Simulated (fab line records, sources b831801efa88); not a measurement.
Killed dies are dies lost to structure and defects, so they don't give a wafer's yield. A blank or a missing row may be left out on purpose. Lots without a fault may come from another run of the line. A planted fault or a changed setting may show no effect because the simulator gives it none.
A struck lot beside a sound one | flow sky130 | 15 steps out of a route of 708
Sound: wafers L775.1, L775.2, L775.4. Struck: wafers L774.1, L774.3, L774.6. The cause comes at the end.
At each step with rows: each side's tool, then ch and its chambers, then its first start. Under that, the readings that differ: sound wafers | struck wafers | difference of the means | sigmas: that difference in standard deviations of wafers without a fault.
alike: readings whose means differ by less than 2 such deviations, and words and numbers that are the same on both sides. not compared: withheld readings, readings that some wafer has no value for, bounds like >300 that may hide the same value, and numbers for which the record gives no deviation and whose values overlap.
The two part at a step that has a row with sigmas, a row that says differs or no value, or rows on one side only. Numbers that don't overlap but have no deviation are shown without sigmas and don't part them. A reading that every wafer of one side lacks parts them only if that side has two wafers or more.

first, 4 steps without rows for these wafers: SKY_PASSIVATION_SOFTBAKE_07; SKY_PASSIVATION_EXPOSE_08 (exposes mask NSM, target cd 3000 nm); SKY_PASSIVATION_PEB_09; SKY_PASSIVATION_DEVELOP_10 (develop time 60 s).
SKY_PASSIVATION_ETCH_11: etches the open film in CF4/O2, stops on AlCu, target depth 725 nm, time 161.1 s.
  sound on rie_diel-01 ch 0,2,3, day 45 22:00; struck on rie_diel-01 ch 1,3, day 45 18:03
  alike: drypump_motor_current_A, oes_product_au, throttle_valve_pct
  not compared: rf_hours_counter_h
SKY_PASSIVATION_STRIP_12: strips in O2/N2.
  sound on plasma_asher-03 ch 0,1, day 45 22:07; struck on plasma_asher-03 ch 1, day 45 18:10
  alike: drypump_motor_current_A, oes_product_au, strip_time_to_endpoint_s
  not compared: rf_hours_counter_h
then, 6 steps without rows for these wafers: SKY_PAD_OPEN_DEHYDRATE_00 (time 60 s); SKY_PAD_OPEN_HMDS_01 (prime time 60 s); SKY_PAD_OPEN_COAT_02 (resist thk 3000 nm); SKY_PAD_OPEN_SOFTBAKE_03; SKY_PAD_OPEN_EXPOSE_04 (exposes mask PDM, target cd 60000 nm); SKY_PAD_OPEN_PEB_05.
SKY_PAD_OPEN_DEVELOP_06: develop time 60 s.
  sound on litho_track-02 ch 0, day 46 18:00; struck on litho_track-03 ch 0, day 46 14:00
  reading              | sound             | struck            | difference | sigmas
  developer_temp_C (C) | 22.98 22.94 23.08 | 24.04 23.76 23.95 | +0.92      | +9
SKY_PAD_OPEN_ETCH_07: etches the open film in CF4/O2, stops on AlCu, target depth 725 nm, time 161.1 s.
  sound on rie_diel-04 ch 1,2,3, day 46 18:49; struck on rie_diel-01 ch 0,3, day 46 14:33
  alike: drypump_motor_current_A, oes_product_au, throttle_valve_pct
  not compared: rf_hours_counter_h
SKY_PAD_OPEN_PROBE_99:
  the record has rows for the sound wafers here (prober-02, day 46 21:08) and none for the struck ones

WHERE THEY PART
First at SKY_PAD_OPEN_DEVELOP_06; last, within this record, at SKY_PAD_OPEN_PROBE_99.

WHY: what the simulator had put in
Process parameter drift: litho_track-03, from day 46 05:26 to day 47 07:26, at SKY_PAD_OPEN_DEVELOP_06. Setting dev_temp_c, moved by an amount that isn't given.
